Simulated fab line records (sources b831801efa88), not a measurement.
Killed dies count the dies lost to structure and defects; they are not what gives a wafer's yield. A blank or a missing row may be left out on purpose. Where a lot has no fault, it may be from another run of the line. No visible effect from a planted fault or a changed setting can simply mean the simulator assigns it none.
2 desks, one fault :: flow sky130 :: what lay behind the numbers comes last; until then each desk has only its own

## DESK OF THE TOOL OWNER: rie diel-02
The tool's own readings at SKY_LI_CONTACT_ETCH_15 (etches PSG in C4F8/O2/Ar, stops on Si, target depth 600 nm): means of the sampled wafers that have a number, for each lot that ran on this tool. A lot is out of limits, marked OUT, if its mean lies more than 4 standard deviations from the usual mean; the brackets give that distance.
Columns: A = oes product au at SKY_LI_CONTACT_ETCH_15, usual 0.837 a.u.; B = rf fwd power W at SKY_LI_CONTACT_ETCH_15, usual 1493 W
lot: L151
first seen here: day 29 19:10
A: 0.835
B: 1486

lot: L152
first seen here: day 30 11:49
A: 0.836
B: 1490

lot: L154
first seen here: day 31 01:07
A: 0.839
B: 1501

lot: L157
first seen here: day 32 02:14
A: 0.836
B: 1487

lot: L166
first seen here: day 34 19:38
A: 0.834
B: 1493

lot: L168
first seen here: day 35 10:31
A: 0.839
B: 1489

lot: L170
first seen here: day 35 22:58
A: 0.838
B: 1496
This desk's finding: nothing out of limits on any of the 7 lots.

## FROM THE METROLOGY DESK
What the gauges read for every lot (on any tool): the sampled wafers with a number, averaged. A lot is out of limits, marked OUT, if its mean lies more than 4 standard deviations from the usual mean; the brackets give that distance.
Columns: A = SD_N_RS at SKY_SD_N_RS_MEAS_16, usual 68.63 ohm/sq; B = LOCAL_INTERCONNECT_TIN_RS at SKY_LOCAL_INTERCONNECT_RS_MEAS_01, usual 14.09 ohm/sq
lot: L150
first seen here: day 28 01:41
A: 68.68
B: 13.95

lot: L151
first seen here: day 28 13:23
A: 68.64
B: 14.17

lot: L152
first seen here: day 29 06:41
A: 68.59
B: 14.37

lot: L154
first seen here: day 29 19:41
A: 68.68
B: 13.99

lot: L155
first seen here: day 30 08:19
A: 68.74
B: 14.14

lot: L157
first seen here: day 30 21:58
A: 68.75
B: 14.16

lot: L164
first seen here: day 33 00:16
A: 68.61
B: 14.28

lot: L166
first seen here: day 33 16:31
A: 68.64
B: 14.06

lot: L167
first seen here: day 33 21:53
A: 68.63
B: 14.09

lot: L168
first seen here: day 34 07:36
A: 68.69
B: 14.05

lot: L170
first seen here: day 34 19:58
A: 68.68
B: 14.14

lot: L172
first seen here: day 35 08:32
A: 68.57
B: 13.86
This desk's finding: nothing out of limits on any of the 12 lots.

## ALL TOGETHER
The desk of the tool owner found nothing out of limits.
Metrology desk: nothing out of limits seen.

## WHAT THE SIMULATOR HAD INSERTED
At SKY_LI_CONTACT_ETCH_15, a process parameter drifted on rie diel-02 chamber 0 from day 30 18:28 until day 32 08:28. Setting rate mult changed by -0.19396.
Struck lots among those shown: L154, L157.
